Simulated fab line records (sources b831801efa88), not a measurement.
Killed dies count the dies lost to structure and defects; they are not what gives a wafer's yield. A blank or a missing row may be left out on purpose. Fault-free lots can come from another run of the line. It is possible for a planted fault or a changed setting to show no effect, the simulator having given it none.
fab line records	flow sky130
[record] lots = 14	wafers = 42	last-day = 50
route steps=708 shown VT_ADJUST_NCORE@125 LDD_P@262 SD_P@327 PAD_OPEN@708
lots with no fault: from the same line, run without faults
start-h: hours from the record's first day to the start of the lot's first wafer shown	wait-h: time in hours since the lot's previous step	" the same as in the row above	L1.1+2: several wafers, shown together as one row	- either no value or no given start	* or withheld: withheld	< > ~ a bound
route shown NAME@n: a module of which the file shows steps, and the number in the route of the first	usual: the fault-free wafers' mean and standard deviation	same: alike in all rows	chamber/n: place in a boat	sites: per-site readings	_std_site: standard deviation across them	_edge_site: mean of outer sites minus mean of inner sites	radius-mm: how far each site lies from the wafer's centre	mask NAME#n: copy n	behind: the tool/chamber that last shaped the wafer	hold: what put the lot on hold/how long, in hours/how the hold closed	device: names the non-switching transistor (n, p or np)	end of line: the tests these same wafers got at the end of their route	where a step has no rows: the recipe by itself	killed: dies that structure and defects cost at the first sort, which is not the same as the wafer's yield	map: a wafer's dies, marking killed ones x, the rest . and places with no die _
set.NAME: setting as actually run; set.NAME@STEP: the setting as run at that earlier step	model.NAME: the simulator's own value behind a step, which no gauge read
one table for each step of the route and one row for each wafer, over a sample of lots
[[steps]]
[step SKY_VT_ADJUST_NCORE_DEVELOP_06]
[recipe] resist = NOVOLAK	developer = TMAH	develop-time-s = 60	dev-temp-c = 23
[usual] chill-plate-temp-C = 23.02/0.11	developer-temp-C = 23.01/0.095
lot.wafer	tool	chamber	start-h	wait-h	chill-plate-temp-C	developer-temp-C
L668.1	litho-track-01	0	184.13	0.1	22.96	23.09
L668.4	"	0	"	"	22.92	23.18
L668.5	"	0	"	"	22.76	23.07
L669.1	litho-track-01	0	193.68	0.1	23.09	23.15
L669.3	"	0	"	"	23.02	23.06
L669.4	"	0	"	"	23.02	22.98
L671.1	litho-track-01	0	204.33	0.1	23.06	23.04
L671.2	"	0	"	"	23.16	23.04
L671.6	"	0	"	"	23.09	22.97
L672.3	litho-track-03	0	210.83	0.1	22.88	22.88
L672.4	"	0	"	"	22.98	23.01
L672.5	"	0	"	"	22.90	22.99
L673.1	litho-track-01	0	220.83	0.1	22.84	23.12
L673.2	"	0	"	"	22.78	23.00
L673.4	"	0	"	"	22.87	22.98
L674.1	litho-track-02	0	226.36	0.1	22.93	23.03
L674.3	"	0	"	"	22.99	23.01
L674.4	"	0	"	"	23.05	23.12
L675.1	litho-track-02	0	232.76	0.1	22.91	22.97
L675.4	"	0	"	"	22.95	23.01
L675.6	"	0	"	"	22.90	23.00
L676.2	litho-track-03	0	239.11	0.1	23.23	22.92
L676.3	"	0	"	"	22.96	23.11
L676.5	"	0	"	"	23.13	22.95
L678.1	litho-track-02	0	252.56	0.1	23.18	23.04
L678.2	"	0	"	"	23.11	23.03
L678.6	"	0	"	"	22.94	23.08
L680.1	litho-track-01	0	266.97	0.1	23.25	22.92
L680.2	"	0	"	"	23.10	22.85
L680.4	"	0	"	"	23.13	22.89
L683.1	litho-track-03	0	286.18	0.1	23.04	22.89
L683.3	"	0	"	"	22.85	23.06
L683.5	"	0	"	"	22.89	22.98
L687.2	litho-track-02	0	312.28	0.1	23.06	23.57
L687.3	"	0	"	"	23.03	23.63
L687.6	"	0	"	"	23.03	23.76
L689.2	litho-track-03	0	336.96	0.1	22.84	22.87
L689.3	"	0	"	"	23.02	22.90
L689.6	"	0	"	"	23.02	23.04
L691.2	litho-track-02	0	351.48	0.1	23.18	23.68
L691.3	"	0	"	"	23.23	23.66
L691.4	"	0	"	"	23.11	23.88
[step SKY_LDD_P_CD_MEAS_07]
[recipe] target-cd-nm = 380
[usual] cd-nm = 380.4/2.2
lot.wafer	tool	chamber	start-h	wait-h	cd-nm
L668.1	cd-sem-01	-	429.12	0.1	380.7
L668.4	"	-	"	"	380.3
L668.5	"	-	"	"	380.7
L669.1	cd-sem-01	-	446.98	0.1	379.8
L669.3	"	-	"	"	381.5
L669.4	"	-	"	"	383.9
L673.1	cd-sem-02	-	480.66	0.1	379.8
L673.2	"	-	"	"	377.9
L673.4	"	-	"	"	379.5
L671.1	cd-sem-01	-	481.43	0.1	381.7
L671.2	"	-	"	"	385.3
L671.6	"	-	"	"	382.7
L672.3	cd-sem-01	-	484.66	0.1	382.9
L672.4	"	-	"	"	382.5
L672.5	"	-	"	"	382.3
L674.1	cd-sem-01	-	494.12	0.1	379.7
L674.3	"	-	"	"	381.1
L674.4	"	-	"	"	379.7
L675.1	cd-sem-01	-	500.23	0.1	380.9
L675.4	"	-	"	"	381.1
L675.6	"	-	"	"	380.8
L676.2	cd-sem-02	-	506.24	0.1	381.2
L676.3	"	-	"	"	383.6
L676.5	"	-	"	"	384.3
L678.1	cd-sem-01	-	524.33	0.1	379.1
L678.2	"	-	"	"	378.4
L678.6	"	-	"	"	379.6
L680.1	cd-sem-01	-	544.66	0.1	381.1
L680.2	"	-	"	"	381.5
L680.4	"	-	"	"	380.7
L683.1	cd-sem-01	-	568.43	0.1	383.0
L683.3	"	-	"	"	381.6
L683.5	"	-	"	"	382.7
L687.2	cd-sem-02	-	591.95	0.1	378.4
L687.3	"	-	"	"	377.7
L687.6	"	-	"	"	378.9
L689.2	cd-sem-02	-	622.45	0.1	380.8
L689.3	"	-	"	"	380.6
L689.6	"	-	"	"	380.5
L691.2	cd-sem-01	-	639.45	0.1	378.8
L691.3	"	-	"	"	378.1
L691.4	"	-	"	"	377.0
[step SKY_LDD_P_OVL_MEAS_08]
[usual] LDD_P_OVL = 0.9/1.4
lot.wafer	tool	chamber	start-h	wait-h	LDD_P_OVL[nm]
L668.1	overlay-02	-	429.24	0.1	0.6
L668.4	"	-	"	"	2.2
L668.5	"	-	"	"	0.5
L669.1	overlay-01	-	447.10	0.1	1.8
L669.3	"	-	"	"	0.8
L669.4	"	-	"	"	1.2
L673.1	overlay-02	-	480.78	0.1	-1.2
L673.2	"	-	"	"	-1.2
L673.4	"	-	"	"	0.1
L671.1	overlay-01	-	481.55	0.1	-0.3
L671.2	"	-	"	"	0.0
L671.6	"	-	"	"	-0.2
L672.3	overlay-02	-	484.75	0.1	3.4
L672.4	"	-	"	"	1.8
L672.5	"	-	"	"	2.3
L674.1	overlay-02	-	494.24	0.1	2.0
L674.3	"	-	"	"	2.0
L674.4	"	-	"	"	1.2
L675.1	overlay-02	-	500.35	0.1	0.9
L675.4	"	-	"	"	0.2
L675.6	"	-	"	"	2.6
L676.2	overlay-01	-	506.35	0.1	2.0
L676.3	"	-	"	"	2.1
L676.5	"	-	"	"	1.6
L678.1	overlay-02	-	524.45	0.1	1.7
L678.2	"	-	"	"	0.7
L678.6	"	-	"	"	-0.6
L680.1	overlay-01	-	544.78	0.1	3.5
L680.2	"	-	"	"	2.3
L680.4	"	-	"	"	1.4
L683.1	overlay-01	-	568.55	0.1	0.7
L683.3	"	-	"	"	0.1
L683.5	"	-	"	"	1.6
L687.2	overlay-01	-	592.06	0.1	1.7
L687.3	"	-	"	"	0.5
L687.6	"	-	"	"	1.2
L689.2	overlay-02	-	622.56	0.1	0.5
L689.3	"	-	"	"	1.3
L689.6	"	-	"	"	0.6
L691.2	overlay-02	-	639.56	0.1	-0.8
L691.3	"	-	"	"	0.3
L691.4	"	-	"	"	-0.1
[step SKY_SD_P_CD_MEAS_07]
[recipe] target-cd-nm = 380
[usual] cd-nm = 380.0/2.3
lot.wafer	tool	chamber	start-h	wait-h	cd-nm
L668.1	cd-sem-02	-	581.57	0.1	379.2
L668.4	"	-	"	"	379.2
L668.5	"	-	"	"	378.4
L669.1	cd-sem-01	-	601.07	0.1	380.4
L669.3	"	-	"	"	377.9
L669.4	"	-	"	"	379.3
L673.1	cd-sem-01	-	632.86	0.1	378.6
L673.2	"	-	"	"	380.6
L673.4	"	-	"	"	381.0
L671.1	cd-sem-01	-	635.96	0.1	381.4
L671.2	"	-	"	"	381.8
L671.6	"	-	"	"	378.0
L672.3	cd-sem-02	-	636.51	0.1	381.1
L672.4	"	-	"	"	379.9
L672.5	"	-	"	"	381.2
L674.1	cd-sem-02	-	645.76	0.1	381.8
L674.3	"	-	"	"	380.8
L674.4	"	-	"	"	381.7
L675.1	cd-sem-01	-	651.68	0.2	385.2
L675.4	"	-	"	"	384.1
L675.6	"	-	"	"	383.9
L676.2	cd-sem-01	-	657.58	0.1	376.9
L676.3	"	-	"	"	375.0
L676.5	"	-	"	"	376.0
L678.1	cd-sem-01	-	673.96	0.1	377.7
L678.2	"	-	"	"	379.5
L678.6	"	-	"	"	377.4
L680.1	cd-sem-01	-	694.76	0.1	379.4
L680.2	"	-	"	"	378.8
L680.4	"	-	"	"	380.0
L683.1	cd-sem-01	-	714.06	0.1	377.1
L683.3	"	-	"	"	378.6
L683.5	"	-	"	"	378.7
L687.2	cd-sem-02	-	735.29	0.1	380.5
L687.3	"	-	"	"	379.3
L687.6	"	-	"	"	378.1
L689.2	cd-sem-02	-	764.44	0.1	382.0
L689.3	"	-	"	"	383.0
L689.6	"	-	"	"	384.9
L691.2	cd-sem-02	-	779.98	0.1	380.6
L691.3	"	-	"	"	381.9
L691.4	"	-	"	"	379.1
[step SKY_PAD_OPEN_PROBE_99]
[usual] killed_at_M0_to_M3 = 43/7.1	killed_at_M4_up = 3.1/1.7	killed-at-contacts = 23/5.1	killed-at-front-end = 14/4.4	killed-at-other = 0.3/0.47	killed-dies = 84/9.9	killed-open = 45/6.6	killed-short = 38/6.8
[same] gross-dies = 492	killed-at-back-side = 0
lot.wafer	tool	chamber	start-h	wait-h	killed_at_M0_to_M3	killed_at_M4_up	killed-at-contacts	killed-at-front-end	killed-at-other	killed-dies	killed-open	killed-short
L668.1	prober-02	-	1075.45	0.1	44	3	22	9	0	78	39	39
L668.4	prober-02	-	1075.60	0.2	39	1	22	13	0	75	38	37
L668.5	prober-02	-	1075.65	0.2	38	1	18	14	0	71	48	23
L669.1	prober-01	-	1085.34	0.1	49	4	24	11	0	88	52	36
L669.3	prober-01	-	1085.44	0.2	50	2	16	21	0	89	52	37
L669.4	prober-01	-	1085.49	0.2	30	4	25	13	1	73	45	28
L673.1	prober-01	-	1108.27	0.1	40	3	21	12	0	76	29	47
L673.2	prober-01	-	1108.32	0.1	34	6	26	9	0	75	37	38
L673.4	prober-01	-	1108.42	0.2	48	4	29	8	0	89	43	46
L671.1	prober-02	-	1109.77	0.1	43	3	26	16	0	88	45	43
L671.2	prober-02	-	1109.82	0.1	54	2	18	15	0	89	44	45
L671.6	prober-02	-	1110.02	0.2	44	2	21	16	2	85	44	41
L672.3	prober-01	-	1111.23	0.2	55	3	18	12	1	89	49	40
L672.4	prober-01	-	1111.28	0.2	39	4	15	19	0	77	41	36
L672.5	prober-01	-	1111.33	0.2	43	3	34	18	0	98	53	45
L674.1	prober-02	-	1120.61	0.1	44	1	28	7	0	80	42	38
L674.3	prober-02	-	1120.71	0.2	42	4	24	27	0	97	53	44
L674.4	prober-02	-	1120.76	0.2	40	5	22	19	1	87	39	48
L675.1	prober-01	-	1122.28	0.1	42	2	11	14	0	69	43	26
L675.4	prober-01	-	1122.43	0.2	34	1	23	11	0	69	41	28
L675.6	prober-01	-	1122.53	0.2	38	3	23	14	0	78	38	40
L676.2	prober-01	-	1126.59	0.1	43	0	18	14	0	75	34	41
L676.3	prober-01	-	1126.64	0.2	55	1	24	12	0	92	48	44
L676.5	prober-01	-	1126.74	0.2	36	1	17	16	1	71	35	36
L678.1	prober-01	-	1138.43	0.1	46	5	23	12	1	87	43	44
L678.2	prober-01	-	1138.48	0.1	35	1	28	10	0	74	43	31
L678.6	prober-01	-	1138.68	0.2	44	6	27	10	0	87	45	42
L680.1	prober-01	-	1149.67	0.1	52	2	24	9	1	88	51	37
L680.2	prober-01	-	1149.72	0.1	51	4	20	9	0	84	49	35
L680.4	prober-01	-	1149.82	0.2	53	5	22	5	1	86	36	50
L683.1	prober-02	-	1165.38	0.1	49	2	22	10	0	83	41	42
L683.3	prober-02	-	1165.48	0.2	51	2	25	17	0	95	49	46
L683.5	prober-02	-	1165.58	0.2	35	2	20	12	1	70	44	26
L687.2	prober-02	-	1179.64	0.1	38	1	25	9	0	73	47	26
L687.3	prober-02	-	1179.69	0.2	31	7	21	15	0	74	44	30
L687.6	prober-02	-	1179.84	0.2	47	6	31	12	0	96	51	45
L689.2	prober-02	-	1197.32	0.1	46	6	26	22	0	100	63	37
L689.3	prober-02	-	1197.37	0.2	47	2	21	17	0	87	52	35
L689.6	prober-02	-	1197.52	0.2	47	2	33	15	1	98	57	41
L691.2	prober-02	-	1203.04	0.1	39	4	22	13	1	79	37	42
L691.3	prober-02	-	1203.09	0.2	43	3	29	7	0	82	40	42
L691.4	prober-02	-	1203.14	0.2	33	4	27	9	0	73	38	35
// killed by level:class
L668.1 VIA1:geometric-particle:open=8 METAL2:geometric-particle:short=8 LI_CONTACT:geometric-particle:open=5 CONTACT:geometric-particle:open=5 VIA3:geometric-particle:open=5 LOCAL_INTERCONNECT:geometric-particle:short=4 LI_CONTACT:geometric-particle:short=4 VIA2:geometric-particle:open=4
L668.4 CONTACT:geometric-particle:open=8 VIA2:geometric-particle:open=8 METAL2:geometric-particle:short=7 METAL1:geometric-particle:short=6 VIA1:geometric-particle:open=6 POLY_GATE:geometric-particle:short=4 LI_CONTACT:geometric-particle:open=4 LOCAL_INTERCONNECT:geometric-particle:short=4
L668.5 VIA1:geometric-particle:open=10 CONTACT:geometric-particle:open=7 POLY_GATE:geometric-particle:open=6 METAL2:geometric-particle:short=6 VIA3:geometric-particle:open=6 LI_CONTACT:geometric-particle:open=5 VIA2:geometric-particle:open=5 VIA1:geometric-particle:short=4
L669.1 VIA1:geometric-particle:open=11 VIA2:geometric-particle:open=10 LI_CONTACT:geometric-particle:open=7 CONTACT:geometric-particle:open=7 VIA3:geometric-particle:open=6 METAL3:geometric-particle:short=5 FIELD_ISO:geometric-particle:short=4 METAL2:geometric-particle:short=4
L669.3 VIA1:geometric-particle:open=14 CONTACT:geometric-particle:open=7 POLY_GATE:geometric-particle:short=6 VIA3:geometric-particle:open=5 LI_CONTACT:geometric-particle:open=5 FIELD_ISO:geometric-particle:open=4 POLY_GATE:geometric-particle:open=4 VIA2:geometric-particle:short=4
L669.4 LI_CONTACT:geometric-particle:open=9 CONTACT:geometric-particle:open=8 VIA3:geometric-particle:open=8 VIA1:geometric-particle:open=6 FIELD_ISO:geometric-particle:open=4 METAL1:geometric-particle:short=4 METAL2:geometric-particle:short=4 VIA2:geometric-particle:open=4
L673.1 CONTACT:geometric-particle:open=7 METAL1:geometric-particle:short=7 CONTACT:geometric-particle:short=6 VIA1:geometric-particle:short=6 METAL2:geometric-particle:short=6 FIELD_ISO:geometric-particle:short=4 VIA1:geometric-particle:open=4 VIA2:geometric-particle:open=4
L673.2 VIA1:geometric-particle:open=10 CONTACT:geometric-particle:open=9 CONTACT:geometric-particle:short=9 LOCAL_INTERCONNECT:geometric-particle:short=5 VIA1:geometric-particle:short=5 METAL4:geometric-particle:short=5 VIA2:geometric-particle:open=5 METAL1:geometric-particle:short=4
L673.4 CONTACT:geometric-particle:open=13 VIA1:geometric-particle:short=9 METAL1:geometric-particle:short=8 LI_CONTACT:geometric-particle:open=7 VIA2:geometric-particle:open=7 VIA1:geometric-particle:open=6 METAL2:geometric-particle:short=5 METAL3:geometric-particle:short=5
L671.1 CONTACT:geometric-particle:open=11 VIA1:geometric-particle:open=9 CONTACT:geometric-particle:short=7 METAL1:geometric-particle:short=7 METAL3:geometric-particle:short=7 METAL2:geometric-particle:short=5 FIELD_ISO:geometric-particle:short=4 VIA2:geometric-particle:open=4
L671.2 VIA1:geometric-particle:open=11 METAL1:geometric-particle:short=8 CONTACT:geometric-particle:open=8 VIA1:geometric-particle:short=6 METAL2:geometric-particle:short=6 VIA2:geometric-particle:open=6 VIA3:geometric-particle:open=6 VIA2:geometric-particle:short=4
L671.6 VIA1:geometric-particle:open=15 CONTACT:geometric-particle:open=13 VIA1:geometric-particle:short=10 METAL1:geometric-particle:short=6 FIELD_ISO:geometric-particle:short=4 METAL2:geometric-particle:short=4 POLY_CUT:geometric-particle:short=3 LI_CONTACT:geometric-particle:open=3
L672.3 METAL2:geometric-particle:short=11 CONTACT:geometric-particle:open=10 VIA1:geometric-particle:short=10 VIA2:geometric-particle:open=9 FIELD_ISO:geometric-particle:open=7 VIA3:geometric-particle:open=6 VIA1:geometric-particle:open=5 VIA3:geometric-particle:short=4
L672.4 VIA1:geometric-particle:open=11 FIELD_ISO:geometric-particle:open=7 FIELD_ISO:geometric-particle:short=7 METAL1:geometric-particle:short=7 CONTACT:geometric-particle:open=5 LI_CONTACT:geometric-particle:open=5 METAL2:geometric-particle:short=5 VIA3:geometric-particle:open=4
L672.5 CONTACT:geometric-particle:open=12 VIA1:geometric-particle:open=11 LI_CONTACT:geometric-particle:open=9 FIELD_ISO:geometric-particle:open=7 VIA2:geometric-particle:open=7 FIELD_ISO:geometric-particle:short=6 LI_CONTACT:geometric-particle:short=5 LOCAL_INTERCONNECT:geometric-particle:short=5
L674.1 CONTACT:geometric-particle:open=11 METAL1:geometric-particle:short=7 VIA1:geometric-particle:open=7 METAL2:geometric-particle:short=7 LI_CONTACT:geometric-particle:open=6 VIA2:geometric-particle:open=6 CONTACT:geometric-particle:short=5 VIA1:geometric-particle:short=5
L674.3 VIA1:geometric-particle:open=10 FIELD_ISO:geometric-particle:open=9 FIELD_ISO:geometric-particle:short=8 CONTACT:geometric-particle:open=8 VIA3:geometric-particle:open=8 POLY_GATE:geometric-particle:short=7 VIA2:geometric-particle:open=6 LI_CONTACT:geometric-particle:open=5
L674.4 CONTACT:geometric-particle:open=10 METAL2:geometric-particle:short=8 FIELD_ISO:geometric-particle:short=7 VIA1:geometric-particle:open=6 LOCAL_INTERCONNECT:geometric-particle:short=5 METAL1:geometric-particle:short=4 VIA2:geometric-particle:short=4 VIA3:geometric-particle:open=4
L675.1 VIA1:geometric-particle:open=9 METAL1:geometric-particle:short=8 VIA3:geometric-particle:open=8 LI_CONTACT:geometric-particle:open=5 FIELD_ISO:geometric-particle:open=4 CONTACT:geometric-particle:open=4 VIA2:geometric-particle:open=4 METAL3:geometric-particle:short=4
L675.4 VIA1:geometric-particle:open=12 LI_CONTACT:geometric-particle:open=7 VIA1:geometric-particle:short=6 CONTACT:geometric-particle:open=5 VIA2:geometric-particle:open=5 LOCAL_INTERCONNECT:geometric-particle:short=4 VIA3:geometric-particle:open=4 FIELD_ISO:geometric-particle:open=3
L675.6 VIA1:geometric-particle:open=10 CONTACT:geometric-particle:open=8 FIELD_ISO:geometric-particle:short=5 CONTACT:geometric-particle:short=5 VIA3:geometric-particle:open=5 METAL1:geometric-particle:short=5 METAL3:geometric-particle:short=5 LOCAL_INTERCONNECT:geometric-particle:short=4
L676.2 VIA1:geometric-particle:open=13 VIA1:geometric-particle:short=7 CONTACT:geometric-particle:short=5 LI_CONTACT:geometric-particle:open=5 METAL1:geometric-particle:short=5 VIA3:geometric-particle:open=5 FIELD_ISO:geometric-particle:short=4 METAL2:geometric-particle:short=4
L676.3 VIA1:geometric-particle:open=16 CONTACT:geometric-particle:open=11 METAL2:geometric-particle:short=8 LI_CONTACT:geometric-particle:open=7 VIA2:geometric-particle:open=6 METAL1:geometric-particle:short=6 VIA2:geometric-particle:short=5 METAL3:geometric-particle:short=4
L676.5 VIA1:geometric-particle:open=8 VIA2:geometric-particle:short=6 FIELD_ISO:geometric-particle:short=5 CONTACT:geometric-particle:open=5 FIELD_ISO:geometric-particle:open=4 LI_CONTACT:geometric-particle:open=4 CONTACT:geometric-particle:short=4 VIA1:geometric-particle:short=4
L678.1 CONTACT:geometric-particle:open=11 METAL2:geometric-particle:short=9 VIA2:geometric-particle:open=7 VIA1:geometric-particle:open=6 LI_CONTACT:geometric-particle:open=6 VIA2:geometric-particle:short=6 POLY_GATE:geometric-particle:open=4 CONTACT:geometric-particle:short=4
L678.2 CONTACT:geometric-particle:open=17 VIA1:geometric-particle:open=10 METAL1:geometric-particle:short=6 METAL2:geometric-particle:short=5 VIA2:geometric-particle:open=5 LI_CONTACT:geometric-particle:open=4 CONTACT:geometric-particle:short=4 FIELD_ISO:geometric-particle:open=3
L678.6 CONTACT:geometric-particle:open=14 VIA1:geometric-particle:open=13 METAL2:geometric-particle:short=9 VIA3:geometric-particle:open=7 METAL1:geometric-particle:short=6 FIELD_ISO:geometric-particle:short=4 LI_CONTACT:geometric-particle:open=4 LOCAL_INTERCONNECT:geometric-particle:short=4
L680.1 LI_CONTACT:geometric-particle:open=10 VIA1:geometric-particle:open=10 VIA3:geometric-particle:open=8 VIA2:geometric-particle:open=8 METAL2:geometric-particle:short=7 VIA2:geometric-particle:short=7 CONTACT:geometric-particle:open=6 POLY_GATE:geometric-particle:open=4
L680.2 VIA1:geometric-particle:open=12 VIA2:geometric-particle:open=8 CONTACT:geometric-particle:open=7 LI_CONTACT:geometric-particle:open=7 VIA1:geometric-particle:short=6 METAL2:geometric-particle:short=5 METAL1:geometric-particle:short=4 VIA3:geometric-particle:open=4
L680.4 METAL1:geometric-particle:short=12 VIA1:geometric-particle:open=10 METAL2:geometric-particle:short=6 CONTACT:geometric-particle:open=5 VIA1:geometric-particle:short=5 LI_CONTACT:geometric-particle:open=4 LI_CONTACT:geometric-particle:short=4 LOCAL_INTERCONNECT:geometric-particle:short=4
L683.1 VIA1:geometric-particle:open=11 VIA3:geometric-particle:open=9 METAL1:geometric-particle:short=7 CONTACT:geometric-particle:short=6 VIA3:geometric-particle:short=6 LI_CONTACT:geometric-particle:open=5 CONTACT:geometric-particle:open=5 FIELD_ISO:geometric-particle:short=4
L683.3 CONTACT:geometric-particle:open=8 METAL1:geometric-particle:short=7 VIA1:geometric-particle:open=7 VIA2:geometric-particle:open=7 VIA2:geometric-particle:short=7 POLY_GATE:geometric-particle:open=6 LI_CONTACT:geometric-particle:open=6 METAL2:geometric-particle:short=6
L683.5 LI_CONTACT:geometric-particle:open=8 CONTACT:geometric-particle:open=8 VIA1:geometric-particle:open=6 VIA2:geometric-particle:open=6 METAL1:geometric-particle:short=5 VIA3:geometric-particle:open=5 POLY_GATE:geometric-particle:open=4 FIELD_ISO:geometric-particle:open=3
L687.2 VIA1:geometric-particle:open=12 CONTACT:geometric-particle:open=9 VIA2:geometric-particle:open=8 LI_CONTACT:geometric-particle:open=7 METAL1:geometric-particle:short=4 LOCAL_INTERCONNECT:geometric-particle:short=3 CONTACT:geometric-particle:short=3 VIA1:geometric-particle:short=3
L687.3 VIA1:geometric-particle:open=9 CONTACT:geometric-particle:open=8 LOCAL_INTERCONNECT:geometric-particle:short=6 POLY_GATE:geometric-particle:short=5 LI_CONTACT:geometric-particle:open=5 POLY_GATE:geometric-particle:open=4 VIA1:geometric-particle:short=4 FIELD_ISO:geometric-particle:open=3
L687.6 VIA1:geometric-particle:open=16 CONTACT:geometric-particle:open=12 METAL1:geometric-particle:short=7 CONTACT:geometric-particle:short=6 VIA2:geometric-particle:short=5 FIELD_ISO:geometric-particle:open=4 LI_CONTACT:geometric-particle:open=4 POLY_GATE:geometric-particle:short=4
L689.2 VIA1:geometric-particle:open=15 LI_CONTACT:geometric-particle:open=13 VIA2:geometric-particle:open=8 FIELD_ISO:geometric-particle:open=7 POLY_GATE:geometric-particle:open=7 CONTACT:geometric-particle:short=5 CONTACT:geometric-particle:open=5 VIA1:geometric-particle:short=5
L689.3 VIA1:geometric-particle:open=9 VIA3:geometric-particle:open=8 CONTACT:geometric-particle:open=8 METAL2:geometric-particle:short=7 VIA2:geometric-particle:open=7 LI_CONTACT:geometric-particle:open=6 POLY_GATE:geometric-particle:open=5 FIELD_ISO:geometric-particle:open=4
L689.6 CONTACT:geometric-particle:open=13 LI_CONTACT:geometric-particle:open=9 VIA1:geometric-particle:open=8 POLY_GATE:geometric-particle:open=6 CONTACT:geometric-particle:short=6 METAL1:geometric-particle:short=6 VIA1:geometric-particle:short=5 VIA2:geometric-particle:open=5
L691.2 VIA1:geometric-particle:open=10 CONTACT:geometric-particle:open=7 FIELD_ISO:geometric-particle:short=6 VIA3:geometric-particle:short=6 LI_CONTACT:geometric-particle:open=6 LOCAL_INTERCONNECT:geometric-particle:short=5 METAL1:geometric-particle:short=5 METAL2:geometric-particle:short=5
L691.3 VIA1:geometric-particle:open=10 METAL1:geometric-particle:short=9 LI_CONTACT:geometric-particle:open=8 CONTACT:geometric-particle:open=8 LI_CONTACT:geometric-particle:short=5 FIELD_ISO:geometric-particle:short=4 METAL2:geometric-particle:short=4 VIA2:geometric-particle:open=4
L691.4 LI_CONTACT:geometric-particle:open=9 CONTACT:geometric-particle:open=8 VIA1:geometric-particle:open=6 VIA1:geometric-particle:short=5 METAL3:geometric-particle:short=4 CONTACT:geometric-particle:short=4 VIA2:geometric-particle:open=4 METAL2:geometric-particle:short=4
[[key]]
[first-sign] step = SKY_VT_ADJUST_NCORE_DEVELOP_06	reading = developer-temp-C	direction = up	sigmas = 7.2	usual = *	struck = *
effect none on later readings
met-at SKY_VT_ADJUST_NCORE_DEVELOP_06
struck-lots L687,L691
tester-left-out L687,L691
[loop-trim] step = SKY_VT_ADJUST_NCORE_EXPOSE_04	setting = dose	lots = L691
not-acting-at SKY_LDD_P_CD_MEAS_07,SKY_LDD_P_OVL_MEAS_08,SKY_SD_P_CD_MEAS_07
onset-between 252.56 312.28
[fault] kind = process-parameter-drift	tool = litho-track-02	chamber = -	onset-h = 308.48	steps = SKY_VT_ADJUST_NCORE_DEVELOP_06	channel = dev-temp-c	offset = *	shape = step	end-h = 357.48	acts-in = *	stated = *
// tester-left-out: of these lots the tester's yield and bins aren't shown, on N5 and GAA mostly nor the transistor test; their killed dies are dies lost to structure and defects alone, not to doping, threshold or leakage, so they don't give the yield
// loop-trim: a control loop set the setting to another value than it would have without faults
